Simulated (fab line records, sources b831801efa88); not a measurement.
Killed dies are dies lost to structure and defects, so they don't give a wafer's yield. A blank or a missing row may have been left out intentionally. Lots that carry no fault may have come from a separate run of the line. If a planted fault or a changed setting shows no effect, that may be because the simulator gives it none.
Problem report, 8D (eight disciplines) form, completed by code / flow gf180mcu / the parts of the form that need people (team, actions taken, sign-off) are left out

1. THE ISSUE
Wafers free of any fault read 0.383 ohm/sq (standard deviation 0.004) for CONTACT_W_RS at GF_CONTACT_RS_MEAS_25, against a mean of 0.233 ohm/sq on 3 wafers of 2 lots. Relative to the usual mean, that is a shift of -37 standard deviations.
The step: measures by four-point-probe.
First observed at day 21 23:46: wafer L955.2, on film-metro-04. The record has a number at this step for 33 wafers belonging to 11 lots. The rule behind "out" and "out of limits": a value lying over 4 standard deviations away from the usual mean. All remaining wafers that have a number are taken as sound.

2. WHAT IT IS, WHAT IT ISN'T
question=which readings at this step | is=CONTACT_W_RS | is not=-
question=which lots | is=L955, L956 | is not=L939, L940, L941, L943, L945, L946, L948, L952, L961
question=which wafers of those lots | is=L955.2, L955.4, L956.4 | is not=L955.1, L956.3, L956.5
question=read on which gauges | is=film-metro-01, film-metro-04 | is not=film-metro-03
question=when | is=from day 21 23:46 | is not=up to then (25 sound wafers); but 5 sound wafers of L956, L961 came after

3. WHAT RULES OUT EACH SUSPECT
Counting: a tool at a process step up to the reading stays a suspect if it ran every lot that is out. Sound lots after the first of them don't rule it out here, since some wafers of a struck lot are sound.
- ruled out: the gauge at GF_CONTACT_RS_MEAS_25. The wafers that are out were read on 2 gauges (film-metro-01, film-metro-04).
- cvd-w-02 at GF_CONTACT_CVD_24 (deposits W, target thk 300 nm, time 90.339 s): kept. Every lot that is out went through it, the first being L955 (day 21 23:40); the last sound lot it ran before that was L946 (day 18 16:57).
Remaining after the count: cvd-w-02 at GF_CONTACT_CVD_24.

4. THE CAUSE (what the simulator had put in)
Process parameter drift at GF_CONTACT_CVD_24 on cvd-w-02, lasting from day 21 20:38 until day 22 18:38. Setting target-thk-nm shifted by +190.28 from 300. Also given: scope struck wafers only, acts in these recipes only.
Only this tool survived the counting.

5. THE CHAIN OF EFFECTS, in route order
Each row: a reading where the mean over the struck wafers with a number is more than 3 standard deviations away from the usual. Readings are gone through only where the record gives a usual standard deviation; hours: the median, over the lots, of the time from a lot's start at the first step in this table giving one to that lot's start at this step; sigmas: the change measured in usual standard deviations.
hours=0; step=GF_CONTACT_RS_MEAS_25; reading=CONTACT_W_RS; usual=0.383 ohm/sq; on struck wafers=0.233; change=-0.150; sigmas=-37
hours=3; step=GF_CONTACT_THK_MEAS_26; reading=CONTACT_W_THK; usual=292 nm; on struck wafers=471; change=+179; sigmas=+51
hours=8; step=GF_CONTACT_CMP_27; reading=time-to-endpoint-s; usual=72.8 s; on struck wafers=116.9; change=+44.1; sigmas=+16
Process steps it contains:
- GF_CONTACT_CMP_27: polishes, stops on SiO2, t overpolish 15 s, target thk 0 nm.

6. HOW IT WOULD HAVE BEEN CAUGHT EARLIER
In this record the first reading out of limits at a measuring or inspecting step was taken at day 21 23:46, 3 hours after the fault began at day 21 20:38.
No tool reading at GF_CONTACT_CVD_24 that has a usual standard deviation in the record was out on any struck wafer, so an alarm limit of 4 standard deviations on those readings would not have fired.
Among the 2 lots that are out, L956 began GF_CONTACT_CVD_24 on cvd-w-02 after day 21 23:46. It would have been spared by a hold on the tool at that moment.
